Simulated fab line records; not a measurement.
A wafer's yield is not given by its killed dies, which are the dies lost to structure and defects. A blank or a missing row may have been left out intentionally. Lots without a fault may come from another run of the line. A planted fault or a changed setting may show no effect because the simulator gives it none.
fab line records	flow sky130
record lots=6	wafers=18	last-day=49
route steps=708 shown LOCAL_INTERCONNECT@388 PAD_OPEN@708
lots that met no fault: taken from a fault-free run of the same line
start-h: start of the lot's first displayed wafer, in hours after the record's first day	wait-h: hours elapsed since this lot's preceding step	" as in the row above	L1.1+2: several wafers, shown together as one row	- no value, or no start was given	* or withheld: withheld	< > ~ a bound
route shown NAME@n: a module of which the file shows steps, and the number in the route of the first	usual: the fault-free wafers' mean and standard deviation	same: alike in all rows	chamber/n: place in a boat	sites: the reading at each site	_std_site: standard deviation across them	_edge_site: outer sites' mean less inner sites'	radius-mm: how far each site lies from the wafer's centre	mask NAME#n: copy n	behind: the last tool/chamber to shape the wafer	hold: why the lot was held/for how many hours/how that ended	device: the transistor (n, p or np) that didn't switch	end of line: the same wafers' tests at the end of the route	for a step that has no rows: nothing shown but its recipe	killed: count of dies lost to structure and defects at first sort (not the wafer's yield)	map: per-die view of a wafer (x killed, . not killed, _ where there is no die)
set.NAME: the setting as run; set.NAME@STEP: as run at that earlier step	model.NAME: the simulator's own value behind a step, which no gauge read
a table for each step, a row for each wafer; lots at some steps of the route
services: a tool's chamber out of use, with start hour (start-h, from the record's first day; less than 0 if before it), hours out, and reason
## steps
# step SKY_LOCAL_INTERCONNECT_RS_MEAS_01
# recipe thk-meas-gauge=four-point-probe	reads=TiN_of_LOCAL_INTERCONNECT_SPUTTER_00
# usual LOCAL_INTERCONNECT_TIN_RS=14.59/0.13
lot.wafer	tool	chamber	start-h	wait-h	LOCAL_INTERCONNECT_TIN_RS[ohm/sq]
L773.2	film-metro-02	-	695.88	0.1	14.63
L773.5	"	-	"	"	14.55
L773.6	"	-	"	"	14.63
L774.2	film-metro-01	-	700.49	0.1	14.51
L774.3	"	-	"	"	14.54
L774.6	"	-	"	"	14.57
L778.1	film-metro-01	-	733.59	0.0	14.59
L778.2	"	-	"	"	14.58
L778.5	"	-	"	"	14.52
L784.2	film-metro-04	-	788.30	0.1	14.66
L784.3	"	-	"	"	14.54
L784.4	"	-	"	"	14.67
L785.1	film-metro-02	-	791.54	0.0	14.46
L785.4	"	-	"	"	14.54
L785.6	"	-	"	"	14.62
L788.3	film-metro-02	-	807.37	0.1	14.47
L788.5	"	-	"	"	14.71
L788.6	"	-	"	"	14.59
# step SKY_LOCAL_INTERCONNECT_THK_MEAS_02
# recipe thk-meas-gauge=xrf	reads=TiN_of_LOCAL_INTERCONNECT_SPUTTER_00
# usual LOCAL_INTERCONNECT_TIN_THK=97.6/1.1
lot.wafer	tool	chamber	start-h	wait-h	LOCAL_INTERCONNECT_TIN_THK[nm]
L773.2	film-metro-02	-	695.99	0.1	97.2
L773.5	"	-	"	"	97.7
L773.6	"	-	"	"	97.3
L774.2	film-metro-01	-	700.60	0.1	97.5
L774.3	"	-	"	"	97.0
L774.6	"	-	"	"	97.2
L778.1	film-metro-01	-	733.71	0.1	96.8
L778.2	"	-	"	"	97.2
L778.5	"	-	"	"	97.4
L784.2	film-metro-04	-	788.41	0.1	98.1
L784.3	"	-	"	"	98.8
L784.4	"	-	"	"	98.2
L785.1	film-metro-02	-	791.66	0.1	97.5
L785.4	"	-	"	"	97.8
L785.6	"	-	"	"	97.1
L788.3	film-metro-02	-	807.47	0.1	98.7
L788.5	"	-	"	"	96.4
L788.6	"	-	"	"	97.1
# step SKY_LOCAL_INTERCONNECT_DEHYDRATE_03
# recipe temp-c=200	time-s=60
# step SKY_LOCAL_INTERCONNECT_HMDS_04
# recipe prime-time-s=60	prime-temp-c=120
# step SKY_LOCAL_INTERCONNECT_COAT_05
# recipe resist=BARC	temp-c=withheld	time-s=withheld	spin-rpm=3000	resist-thk-nm=60
# step SKY_LOCAL_INTERCONNECT_COAT_06
# recipe resist=KrF-thick	spin-rpm=3000	resist-thk-nm=450
# step SKY_LOCAL_INTERCONNECT_SOFTBAKE_07
# recipe temp-c=100	time-s=90	resist=KrF-thick
# step SKY_LOCAL_INTERCONNECT_EXPOSE_08
# recipe mask-id=LI1M	na=0.8	source-shape=annular	sigma-inner=0.55	sigma-outer=0.85	target-cd-nm=170	dose-mj=28
# step SKY_LOCAL_INTERCONNECT_PEB_09
# recipe peb-temp-c=withheld	peb-time-s=withheld	resist=KrF-thick
# step SKY_LOCAL_INTERCONNECT_DEVELOP_10
# recipe develop-time-s=60	resist=KrF-thick	dev-temp-c=21
# step SKY_LOCAL_INTERCONNECT_CD_MEAS_11
# recipe target-cd-nm=170
# usual cd-nm=169.9/1.4
lot.wafer	tool	chamber	start-h	wait-h	cd-nm
L773.2	cd-sem-01	-	724.13	-	171.8
L773.5	"	-	"	"	171.2
L773.6	"	-	"	"	170.6
L774.2	cd-sem-01	-	729.02	-	168.5
L774.3	"	-	"	"	169.7
L774.6	"	-	"	"	170.2
L778.1	cd-sem-01	-	762.16	-	172.5
L778.2	"	-	"	"	171.0
L778.5	"	-	"	"	170.4
L784.2	cd-sem-02	-	814.87	-	167.5
L784.3	"	-	"	"	168.2
L784.4	"	-	"	"	167.4
L785.1	cd-sem-02	-	818.05	-	167.6
L785.4	"	-	"	"	167.3
L785.6	"	-	"	"	167.9
L788.3	cd-sem-02	-	834.49	-	169.5
L788.5	"	-	"	"	172.0
L788.6	"	-	"	"	170.0
# step SKY_LOCAL_INTERCONNECT_OVL_MEAS_12
# usual LOCAL_INTERCONNECT_OVL=4/5.2
lot.wafer	tool	chamber	start-h	wait-h	LOCAL_INTERCONNECT_OVL[nm]
L773.2	overlay-02	-	724.23	0.1	9
L773.5	"	-	"	"	6
L773.6	"	-	"	"	6
L774.2	overlay-02	-	729.13	0.1	3
L774.3	"	-	"	"	-5
L774.6	"	-	"	"	-3
L778.1	overlay-02	-	762.28	0.1	1
L778.2	"	-	"	"	8
L778.5	"	-	"	"	0
L784.2	overlay-01	-	814.98	0.1	8
L784.3	"	-	"	"	5
L784.4	"	-	"	"	10
L785.1	overlay-01	-	818.17	0.1	10
L785.4	"	-	"	"	12
L785.6	"	-	"	"	14
L788.3	overlay-01	-	834.58	0.1	1
L788.5	"	-	"	"	2
L788.6	"	-	"	"	-1
# step SKY_LOCAL_INTERCONNECT_ETCH_13
# recipe chemistry=N2/H2	target=BARC	ion-energy-ev=200	bias-w=100	pressure-mtorr=30	n2-flow-sccm=100	h2-flow-sccm=200	icp-w=500	stop-on=SiO2	time-s=45.9	target-depth-a=600
# usual bias-w=99.97/0.28	drypump-motor-current-A=5.6/0.6	oes-product-au=0.855/0.0048	throttle-valve-pct=13.224/0.0096
# same time-s=45.9
lot.wafer	tool	chamber	start-h	wait-h	bias-w	drypump-motor-current-A	oes-product-au	rf-hours-counter-h	throttle-valve-pct
L773.2	rie-metal-04	0	724.26	0.0	99.99	6.4	0.859	7	13.221
L773.5	"	1	"	"	99.99	4.8	0.857	-	13.227
L773.6	"	0	"	"	99.67	6.5	0.843	-	13.228
L774.2	rie-metal-04	1	729.16	0.0	99.71	4.7	0.855	14	13.215
L774.3	"	0	"	"	87.74	6.5	0.852	-	13.212
L774.6	"	0	"	"	87.89	6.4	0.856	-	13.219
L778.1	rie-metal-04	1	762.31	0.0	100.01	4.7	0.855	15	13.218
L778.2	"	0	"	"	87.52	6.5	0.849	9	13.228
L778.5	"	0	"	"	87.93	6.5	0.857	-	13.226
L784.2	rie-metal-01	0	815.01	0.0	99.71	5.2	0.851	6	13.214
L784.3	"	0	"	"	100.10	5.2	0.845	-	13.200
L784.4	"	1	"	"	99.71	6.1	0.854	-	13.221
L785.1	rie-metal-04	0	818.21	0.0	99.80	6.5	0.852	11	13.230
L785.4	"	1	"	"	100.41	4.7	0.861	-	13.230
L785.6	"	0	"	"	99.88	6.5	0.857	-	13.229
L788.3	rie-metal-01	0	834.63	0.0	99.93	5.2	0.865	-	13.226
L788.5	"	0	"	"	100.06	5.2	0.851	-	13.225
L788.6	"	1	"	"	100.46	6.1	0.864	-	13.212
# step SKY_LOCAL_INTERCONNECT_METAL_ETCH_14
# recipe target-depth-nm=110	stop-on=PSG	chemistry=Cl2/BCl3	target=TiN	resist-sidewall-deg=88	pressure-mtorr=10	icp-w=900	bias-w=48.5	Cl2_flow_sccm=60	bcl3-flow-sccm=30	time-s=31.4
# usual bias-w=48.50/0.12	drypump-motor-current-A=5.6/0.6	oes-product-au=0.923/0.0069	throttle-valve-pct=21.912/0.01
# same time-s=31.4
lot.wafer	tool	chamber	start-h	wait-h	bias-w	drypump-motor-current-A	oes-product-au	rf-hours-counter-h	throttle-valve-pct
L773.2	rie-metal-04	0	724.33	0.0	48.28	6.5	0.921	7	21.905
L773.5	"	1	"	"	48.42	4.7	0.929	-	21.891
L773.6	"	0	"	"	48.43	6.4	0.925	-	21.913
L774.2	rie-metal-04	1	729.22	0.0	48.44	4.7	0.926	14	21.902
L774.3	"	0	"	"	48.58	6.4	0.929	-	21.940
L774.6	"	0	"	"	48.39	6.4	0.921	-	21.897
L778.1	rie-metal-04	1	762.38	0.0	48.40	4.7	0.924	15	21.892
L778.2	"	0	"	"	48.62	6.5	0.918	9	21.909
L778.5	"	0	"	"	48.51	6.5	0.926	-	21.924
L784.2	rie-metal-01	0	815.07	0.0	48.47	5.2	0.909	6	21.934
L784.3	"	0	"	"	48.60	5.2	0.930	-	21.910
L784.4	"	1	"	"	48.40	6.1	0.927	-	21.926
L785.1	rie-metal-04	0	818.29	0.1	48.75	6.4	0.933	11	21.914
L785.4	"	1	"	"	48.52	4.7	0.914	-	21.919
L785.6	"	0	"	"	48.54	6.4	0.926	-	21.914
L788.3	rie-metal-01	0	834.69	0.0	48.69	5.2	0.923	-	21.917
L788.5	"	0	"	"	48.52	5.2	0.915	-	21.903
L788.6	"	1	"	"	48.51	6.1	0.914	-	21.914
# step SKY_PAD_OPEN_PROBE_99
# usual killed_at_M0_to_M3=44/6.8	killed_at_M4_up=3.1/1.9	killed-at-contacts=25/5.9	killed-at-front-end=15/4.3	killed-at-other=0.2/0.51	killed-dies=87/11	killed-open=47/7.9	killed-short=39/6.4
# same gross-dies=492	killed-at-back-side=0
lot.wafer	tool	chamber	start-h	wait-h	killed_at_M0_to_M3	killed_at_M4_up	killed-at-contacts	killed-at-front-end	killed-at-other	killed-dies	killed-open	killed-short
L773.2	prober-01	-	1095.47	0.1	37	9	17	12	0	75	49	26
L773.5	prober-01	-	1095.62	0.2	39	6	19	8	0	72	33	39
L773.6	prober-01	-	1095.67	0.2	52	3	14	9	1	79	47	32
L774.2	prober-02	-	1096.70	0.1	45	6	25	16	0	92	49	43
L774.3	prober-02	-	1096.75	0.2	56	2	19	16	0	93	46	47
L774.6	prober-02	-	1096.90	0.2	52	1	21	17	0	91	51	40
L778.1	prober-02	-	1120.34	0.1	44	3	28	10	0	85	49	36
L778.2	prober-02	-	1120.39	0.1	34	2	20	11	2	69	40	29
L778.5	prober-02	-	1120.54	0.2	48	2	29	14	0	93	55	38
L784.2	prober-02	-	1160.20	0.1	38	5	36	14	0	93	54	39
L784.3	prober-02	-	1160.25	0.2	42	0	32	23	0	97	52	45
L784.4	prober-02	-	1160.30	0.2	53	1	45	10	0	109	72	37
L785.1	prober-01	-	1160.94	0.1	43	2	27	10	0	82	44	38
L785.4	prober-01	-	1161.09	0.2	43	4	19	15	1	82	46	36
L785.6	prober-01	-	1161.19	0.2	50	3	22	13	0	88	49	39
# killed by level:class
L773.2 VIA3:geometric-particle:open=10 VIA1:geometric-particle:open=8 CONTACT:geometric-particle:open=8 VIA2:geometric-particle:open=6 POLY_GATE:geometric-particle:short=5 LI_CONTACT:geometric-particle:open=5 METAL4:geometric-particle:short=5 VIA1:geometric-particle:short=4
L773.5 CONTACT:geometric-particle:open=7 VIA1:geometric-particle:open=6 VIA1:geometric-particle:short=6 VIA2:geometric-particle:open=6 METAL1:geometric-particle:short=6 LI_CONTACT:geometric-particle:open=5 VIA3:geometric-particle:short=5 METAL4:geometric-particle:short=5
L773.6 VIA1:geometric-particle:open=13 VIA2:geometric-particle:open=11 METAL1:geometric-particle:short=9 VIA3:geometric-particle:open=6 METAL2:geometric-particle:short=5 CONTACT:geometric-particle:open=5 FIELD_ISO:geometric-particle:short=4 LI_CONTACT:geometric-particle:open=4
L774.2 VIA1:geometric-particle:open=18 CONTACT:geometric-particle:open=9 POLY_GATE:geometric-particle:short=8 LI_CONTACT:geometric-particle:open=6 LI_CONTACT:geometric-particle:short=5 VIA3:geometric-particle:open=5 METAL4:geometric-particle:short=5 VIA2:geometric-particle:short=4
L774.3 VIA1:geometric-particle:open=11 CONTACT:geometric-particle:short=9 VIA2:geometric-particle:open=9 METAL1:geometric-particle:short=8 VIA3:geometric-particle:short=7 VIA1:geometric-particle:short=7 FIELD_ISO:geometric-particle:short=5 LI_CONTACT:geometric-particle:open=5
L774.6 VIA1:geometric-particle:open=15 CONTACT:geometric-particle:open=10 VIA3:geometric-particle:open=8 METAL1:geometric-particle:short=7 VIA2:geometric-particle:open=7 VIA1:geometric-particle:short=6 POLY_GATE:geometric-particle:short=5 FIELD_ISO:geometric-particle:short=4
L778.1 CONTACT:geometric-particle:open=15 VIA1:geometric-particle:open=9 LI_CONTACT:geometric-particle:open=7 METAL1:geometric-particle:short=6 VIA1:geometric-particle:short=6 VIA2:geometric-particle:open=6 METAL2:geometric-particle:short=4 VIA3:geometric-particle:open=4
L778.2 VIA1:geometric-particle:open=9 CONTACT:geometric-particle:open=9 METAL2:geometric-particle:short=6 POLY_GATE:geometric-particle:open=5 VIA3:geometric-particle:open=5 LI_CONTACT:geometric-particle:open=4 CONTACT:geometric-particle:short=3 VIA1:geometric-particle:short=3
L778.5 VIA1:geometric-particle:open=15 FIELD_ISO:geometric-particle:open=9 LI_CONTACT:geometric-particle:open=9 CONTACT:geometric-particle:open=8 VIA2:geometric-particle:open=8 METAL2:geometric-particle:short=7 CONTACT:geometric-particle:short=6 LOCAL_INTERCONNECT:geometric-particle:short=4
L784.2 CONTACT:geometric-particle:short=9 CONTACT:geometric-particle:open=9 VIA2:geometric-particle:open=9 LI_CONTACT:geometric-particle:open=8 VIA1:geometric-particle:open=7 LI_CONTACT:geometric-particle:short=5 VIA3:geometric-particle:open=5 FIELD_ISO:geometric-particle:open=4
L784.3 CONTACT:geometric-particle:open=9 VIA1:geometric-particle:open=9 METAL2:geometric-particle:short=7 LI_CONTACT:geometric-particle:open=6 CONTACT:geometric-particle:short=6 FIELD_ISO:geometric-particle:short=5 VIA3:geometric-particle:open=5 FIELD_ISO:geometric-particle:open=4
L784.4 CONTACT:geometric-particle:open=20 VIA2:geometric-particle:open=16 CONTACT:geometric-particle:short=12 VIA1:geometric-particle:open=10 LI_CONTACT:geometric-particle:open=9 METAL2:geometric-particle:short=7 VIA3:geometric-particle:open=6 FIELD_ISO:geometric-particle:open=4
L785.1 VIA1:geometric-particle:open=13 CONTACT:geometric-particle:open=8 LOCAL_INTERCONNECT:geometric-particle:short=6 CONTACT:geometric-particle:short=6 METAL2:geometric-particle:short=6 VIA1:geometric-particle:short=5 FIELD_ISO:geometric-particle:open=4 LI_CONTACT:geometric-particle:open=4
L785.4 VIA3:geometric-particle:open=10 VIA1:geometric-particle:open=9 CONTACT:geometric-particle:open=7 VIA1:geometric-particle:short=7 METAL2:geometric-particle:short=6 FIELD_ISO:geometric-particle:open=5 METAL1:geometric-particle:short=4 METAL4:geometric-particle:short=4
L785.6 VIA1:geometric-particle:open=8 LI_CONTACT:geometric-particle:open=8 VIA3:geometric-particle:open=7 METAL2:geometric-particle:short=5 METAL1:geometric-particle:short=5 VIA2:geometric-particle:open=5 FIELD_ISO:geometric-particle:short=4 LOCAL_INTERCONNECT:geometric-particle:short=4
## services
tool	chamber	start-h	hours	kind
rie-metal-01	-	713.53	0.5	repair
rie-metal-04	-	767.65	2.8	pm
## key
first-sign step=SKY_LOCAL_INTERCONNECT_ETCH_13	reading=bias-w	direction=down	sigmas=44	usual=99.97	struck=87.77
effect none on later readings
met-at SKY_LOCAL_INTERCONNECT_ETCH_13
struck-wafers L774.3,L774.6,L778.2,L778.5
tester-left-out L774,L778
onset-between 724.26 729.16
fault kind=process-parameter-drift	tool=rie-metal-04	chamber=0	onset-h=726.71	steps=SKY_LOCAL_INTERCONNECT_ETCH_13	channel=bias-w	offset=-12.318	shape=step	end-h=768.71	acts-in=these-recipes-only	stated=100
# tester-left-out: of these lots the tester's yield and bins aren't shown, on N5 and GAA mostly nor the transistor test; their killed dies are dies lost to structure and defects alone, not to doping, threshold or leakage, so they don't give the yield
